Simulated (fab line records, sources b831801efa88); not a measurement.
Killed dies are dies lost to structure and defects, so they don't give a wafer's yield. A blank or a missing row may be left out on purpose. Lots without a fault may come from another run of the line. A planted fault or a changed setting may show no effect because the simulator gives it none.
A struck lot beside a sound one | flow sky130 | 17 steps out of a route of 708
Sound: wafers L596.1, L596.3, L596.6. Struck: wafers L601.2, L601.3, L601.6. The cause comes at the end.
At each step with rows: each side's tool, then ch and its chambers, then its first start. Under that, the readings that differ: sound wafers | struck wafers | difference of the means | sigmas: that difference in standard deviations of wafers without a fault.
alike: readings whose means differ by less than 2 such deviations, and words and numbers that are the same on both sides. not compared: withheld readings, readings that some wafer has no value for, bounds like >300 that may hide the same value, and numbers for which the record gives no deviation and whose values overlap.
The two part at a step that has a row with sigmas, a row that says differs or no value, or rows on one side only. Numbers that don't overlap but have no deviation are shown without sigmas and don't part them. A reading that every wafer of one side lacks parts them only if that side has two wafers or more.

first, 1 step without rows for these wafers: SKY_SD_P_DEVELOP_06 (develop time 60 s).
SKY_SD_P_CD_MEAS_07: target cd 380 nm.
  sound on cd_sem-02, day 28 22:43; struck on cd_sem-02, day 30 10:18
  alike: cd_nm
SKY_SD_P_OVL_MEAS_08:
  sound on overlay-02, day 28 22:50; struck on overlay-02, day 30 10:25
  alike: SD_P_OVL
then, 1 step without rows for these wafers: SKY_SD_P_IMPLANT_09.
SKY_SD_P_STRIP_10: strips in O2/N2.
  sound on plasma_asher-02 ch 0,1, day 28 23:01; struck on plasma_asher-01 ch 0,1, day 30 10:35
  reading                      | sound             | struck            | difference | sigmas
  strip_time_to_endpoint_s (s) | 17.55 17.54 17.56 | 17.46 17.48 17.44 | -0.09      | -2
  alike: drypump_motor_current_A, oes_product_au
  not compared: rf_hours_counter_h
SKY_SD_P_TW_MEAS_11:
  sound on film_metro-04, day 28 23:07; struck on film_metro-03, day 30 10:44
  alike: SD_P_TW
then, 6 steps without rows for these wafers: SKY_RES_XHIGH_DEHYDRATE_00 (time 60 s); SKY_RES_XHIGH_HMDS_01 (prime time 60 s); SKY_RES_XHIGH_COAT_02 (resist thk 1140 nm); SKY_RES_XHIGH_SOFTBAKE_03 (time 60 s); SKY_RES_XHIGH_EXPOSE_04 (exposes mask URPM, target cd 1270 nm); SKY_RES_XHIGH_PEB_05.
SKY_RES_XHIGH_DEVELOP_06: develop time 60 s.
  sound on litho_track-02 ch 0, day 30 03:40; struck on litho_track-01, day 31 14:45
  no value came back on the struck wafers for chill_plate_temp_C (C), develop_time_s (s); on the sound wafers chill_plate_temp_C (C) reads 22.93 23.00 22.90
then, 1 step without rows for these wafers: SKY_RES_XHIGH_IMPLANT_07.
SKY_RES_XHIGH_STRIP_08: strips in O2/N2.
  sound on plasma_asher-01 ch 1, day 30 03:58; struck on plasma_asher-01 ch 0,1, day 31 15:01
  alike: drypump_motor_current_A, oes_product_au, strip_time_to_endpoint_s
  not compared: rf_hours_counter_h
SKY_RES_XHIGH_TW_MEAS_09:
  sound on film_metro-04, day 30 04:04; struck on film_metro-04, day 31 15:08
  reading      | sound          | struck   | difference | sigmas
  RES_XHIGH_TW | 1644 1650 1646 | 30 30 30 | -1617      | -99 or more
then, 1 step without rows for these wafers: SKY_SD_N_DEHYDRATE_00 (time 60 s).

WHERE THEY PART
First at SKY_SD_P_STRIP_10; last, within this record, at SKY_RES_XHIGH_TW_MEAS_09.

WHY: what the simulator had put in
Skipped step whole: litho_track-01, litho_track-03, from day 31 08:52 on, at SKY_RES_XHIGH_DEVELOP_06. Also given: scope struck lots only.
